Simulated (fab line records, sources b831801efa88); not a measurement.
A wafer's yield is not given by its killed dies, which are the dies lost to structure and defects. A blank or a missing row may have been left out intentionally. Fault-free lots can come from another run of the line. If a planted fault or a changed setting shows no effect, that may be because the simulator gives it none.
What tool caused it? + flow sky130 + 30 wafers from 10 lots sampled at 2 of the route's 708 steps

== WHAT EACH GAUGE READ, for each wafer ==
SKY_LOCAL_INTERCONNECT_RS_MEAS_01: measurement is done with a four-point probe.
| lot  | measured     | on           | LOCAL_INTERCONNECT_TIN_RS (ohm/sq) |
|------|--------------|--------------|------------------------------------|
| L173 | day 29 04:34 | filmMetro-03 | 14.03 14.27 14.09                  |
| L174 | day 29 15:50 | filmMetro-01 | 13.75 13.96 13.76                  |
| L179 | day 31 07:04 | filmMetro-03 | 13.89 14.12 13.86                  |
| L182 | day 33 12:26 | filmMetro-01 | 8.66 8.68 8.63                     |
| L184 | day 33 17:48 | filmMetro-04 | 8.69 8.69 8.63                     |
| L187 | day 34 05:39 | filmMetro-01 | 13.87 14.03 14.28                  |
| L190 | day 35 00:42 | filmMetro-04 | 13.63 13.93 14.01                  |
| L191 | day 35 06:52 | filmMetro-01 | 14.45 14.21 14.17                  |
| L192 | day 35 13:26 | filmMetro-01 | 13.72 14.13 14.11                  |
| L194 | day 35 22:17 | filmMetro-01 | 13.92 14.16 13.87                  |

== TOOL THAT RAN EACH LOT (tool first, then ch and the chambers of the sampled wafers, then the start) ==
| lot  | SKY_LOCAL_INTERCONNECT_SPUTTER_00 |
|------|-----------------------------------|
| L173 | pvdSputter-03, day 29 04:29       |
| L174 | pvdSputter-04, day 29 15:43       |
| L179 | pvdSputter-03, day 31 06:58       |
| L182 | pvdSputter-03, day 33 12:23       |
| L184 | pvdSputter-03, day 33 17:44       |
| L187 | pvdSputter-04, day 34 05:35       |
| L190 | pvdSputter-02, day 35 00:38       |
| L191 | pvdSputter-02, day 35 06:44       |
| L192 | pvdSputter-02, day 35 13:22       |
| L194 | pvdSputter-02, day 35 22:13       |
- SKY_LOCAL_INTERCONNECT_SPUTTER_00: material TiN, target thk 100 nm, time 83.3 s.

== THE ANSWER, worked out from the rows above alone ==
Rule: what is usual is taken from the lots themselves. Put in order of their means at a reading, lots are off if they are a third of the lots or fewer, leave a main group of 4 or more, and stand apart from it by a gap of 3 or more times the standard deviation of the main group's means; of several such gaps the widest counts. A main group is skipped when, at the precision printed for the reading in the tables above, its means are all equal. Also off: a lot with no number at a reading for which 4 or more lots have one. All remaining lots with rows at the step are treated as sound.
Off: at SKY_LOCAL_INTERCONNECT_RS_MEAS_01 (LOCAL_INTERCONNECT_TIN_RS), L182, L184. The main group: mean 14.01 ohm/sq, standard deviation 0.14.
A tool fits if, at a process step before that reading, it ran every lot that is off, and no sound lot after the first of them. Those tools and the gauges at SKY_LOCAL_INTERCONNECT_RS_MEAS_01 are tried in the same way. One fits: pvdSputter-03 at SKY_LOCAL_INTERCONNECT_SPUTTER_00. Its last sound lot is L179 (day 31 06:58), its first lot that is off L182 (day 33 12:23): a fault that began between those two fits.

== WHAT THE SIMULATOR HAD INSERTED ==
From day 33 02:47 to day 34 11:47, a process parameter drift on pvdSputter-03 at SKY_LOCAL_INTERCONNECT_SPUTTER_00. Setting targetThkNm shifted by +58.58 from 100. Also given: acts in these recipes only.
Shown lots that were struck: L182, L184. The rule given above showed the same thing.
